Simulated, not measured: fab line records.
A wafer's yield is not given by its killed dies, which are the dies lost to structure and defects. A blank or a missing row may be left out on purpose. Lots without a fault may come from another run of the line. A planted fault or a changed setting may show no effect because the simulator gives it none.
Comparing a struck lot with a sound one | flow gf180mcu | 15 steps out of a route of 602
Sound: wafers L304.1, L304.2, L304.5. Struck: wafers L306.2, L306.6 (left out: L306.5, a lot-mate that was not struck); the cause follows at the end.
At each step with rows: each side's tool, then ch and its chambers, then its first start. Under that, the readings that differ: sound wafers | struck wafers | difference of the means | sigmas: that difference in standard deviations of wafers without a fault.
alike: readings with means less than 2 such deviations apart, plus words and numbers identical on both sides. not compared: withheld readings, readings lacking a value on some wafer, bounds such as >300 that could conceal the same value, and numbers that have no deviation in the record and whose values overlap.
Wherever a step has rows on one side only, a row that says differs or no value, or a row with sigmas, the two part there. Non-overlapping numbers with no deviation appear without sigmas and do not part them. A reading that every wafer of one side lacks parts them only if that side has two wafers or more.

first, 3 steps without rows for these wafers: GF_CONTACT_EXPOSE_11 (exposes mask Contact, target cd 220 nm); GF_CONTACT_PEB_12 (peb time 90 s); GF_CONTACT_DEVELOP_13 (develop time 60 s).
GF_CONTACT_CD_MEAS_14 targets a cd of 220 nm.
  sound: cd_sem-02 at day 18 21:57; struck: cd_sem-01 at day 19 05:52
  alike: cd_nm
GF_CONTACT_OVL_MEAS_15:
  sound: overlay-02 at day 18 22:04; struck: overlay-01 at day 19 05:59
  alike: CONTACT_OVL
GF_CONTACT_ETCH_16: etches BARC in N2/H2.
  sound on rie_diel-03 ch 2,3, day 18 22:07; struck on rie_diel-01 ch 2, day 19 06:01
  reading                     | sound       | struck  | difference | sigmas
  drypump_motor_current_A (A) | 5.2 5.4 5.3 | 6.2 6.2 | +0.9       | +2
  alike: oes_product_au, throttle_valve_pct
GF_CONTACT_ETCH_17: etches SiO2 in C4F8/O2/Ar, stops on CoSi2, target depth 860 nm.
  sound: rie_diel-03 ch 2,3; struck: rie_diel-01 ch 2
  alike: oes_product_au
GF_CONTACT_STRIP_18: strips in O2/N2.
  sound on plasma_asher-03 ch 0,1, day 18 22:16; struck on plasma_asher-03 ch 0,1, day 19 06:10
  alike: drypump_motor_current_A, heater_power_w, oes_product_au
  not compared: rf_hours_counter_h
then, 3 steps without rows for these wafers: GF_CONTACT_CLEAN_19 (cleans in SPM); GF_CONTACT_CLEAN_20 (cleans in DIW); GF_CONTACT_CLEAN_21 (cleans in dHF, time 20 s).
GF_CONTACT_SPUTTER_22: material Ti, target thk 15 nm, time 80.02 s.
  sound: pvd_sputter-03 at day 18 22:34; struck: pvd_sputter-02 at day 19 06:28
  alike: throttle_valve_pct
GF_CONTACT_SPUTTER_23: material TiN, target thk 10 nm, time 40 s.
  sound: pvd_sputter-03 at day 18 22:38; struck: pvd_sputter-02 at day 19 06:32
  reading                                     | sound             | struck      | difference | sigmas
  model.TiN_of_CONTACT_SPUTTER_23.thk_nm (nm) | 9.991 9.832 9.935 | 10.81 10.86 | +0.92      |
  alike: throttle_valve_pct
GF_CONTACT_CVD_24: deposits W, target thk 300 nm, time 90.339 s.
  sound on cvd_w-02 ch 0,1, day 18 22:41; struck on cvd_w-02 ch 0, day 19 06:34
  alike: chamber_pressure_Torr, heater_power_outer_w, heater_power_w
-- the record jumps here: 12 days lie between the struck wafers' starts before and after (it left off in module CONTACT and takes up again in module PASSIVATION, whose first step shown is number 602 of the route) --
GF_PASSIVATION_PROBE_99:
  only the struck wafers here have rows in the record (prober-02, day 31 12:46); the sound ones have none

WHERE THEY PART
Last at GF_PASSIVATION_PROBE_99 as far as this record goes, first at GF_CONTACT_ETCH_16.

WHY: what had been put in by the simulator
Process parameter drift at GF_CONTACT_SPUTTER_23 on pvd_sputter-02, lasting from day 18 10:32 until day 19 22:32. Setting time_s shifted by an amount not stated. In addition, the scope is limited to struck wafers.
